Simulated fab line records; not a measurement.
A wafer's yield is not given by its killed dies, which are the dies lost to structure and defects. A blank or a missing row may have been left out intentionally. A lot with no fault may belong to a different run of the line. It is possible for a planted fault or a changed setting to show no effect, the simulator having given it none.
One fault seen from 2 desks | flow gf180mcu | each desk holds nothing but its own numbers, with what lay behind them at the end

## AT THE METROLOGY DESK
Lot by lot, what the gauges showed, no matter which tool ran the lot: averages of those sampled wafers that carry a number. Marked OUT: a lot whose mean sits more than 4 standard deviations from the usual mean, which makes it out of limits; the brackets give that distance.
Columns: A = PASSIVATION_BOW at GF_PASSIVATION_BOW_MEAS_14, usual 135 um
lot  | first seen here | A
L919 | day 29 01:53    | 137
L922 | day 30 08:13    | 123
L923 | day 30 18:28    | 128
L924 | day 31 08:16    | 112
L925 | day 31 11:37    | 141
L926 | day 31 12:36    | 122
L927 | day 31 19:51    | 140
L935 | day 33 16:18    | 140
L936 | day 33 21:29    | 144
L938 | day 34 09:05    | 142
L939 | day 34 14:20    | 138
L940 | day 34 22:59    | 130
L941 | day 35 01:15    | 134
L942 | day 35 04:38    | 114
This desk found nothing out of limits on any of the 14 lots.

## DESK OF THE TOOL OWNER: wetBench-04
The tool's own readings at GF_V1_STRIP_19 (strips in post etch residue remover, time 1200 s): means of the sampled wafers that have a number, for each lot that ran on this tool. Marked OUT: a lot whose mean sits more than 4 standard deviations from the usual mean, which makes it out of limits; the brackets give that distance.
Columns: A = bathGuardTempC at GF_V1_STRIP_19, usual 72.5 C
lot  | first seen here | A
L919 | day 18 03:51    | 73.2
L923 | day 20 05:25    | 72.6
L925 | day 21 03:43    | 72.0
L926 | day 21 04:40    | 72.5
L927 | day 21 14:42    | 72.9
L938 | day 25 04:58    | 72.9
L939 | day 25 12:09    | 72.1
L940 | day 25 22:54    | 72.7
This desk found nothing out of limits on any of the 8 lots.

## TAKEN TOGETHER
At the metrology desk, nothing out of limits was observed.
The tool owner's desk saw nothing out of limits.

## WHAT WAS PUT IN BY THE SIMULATOR
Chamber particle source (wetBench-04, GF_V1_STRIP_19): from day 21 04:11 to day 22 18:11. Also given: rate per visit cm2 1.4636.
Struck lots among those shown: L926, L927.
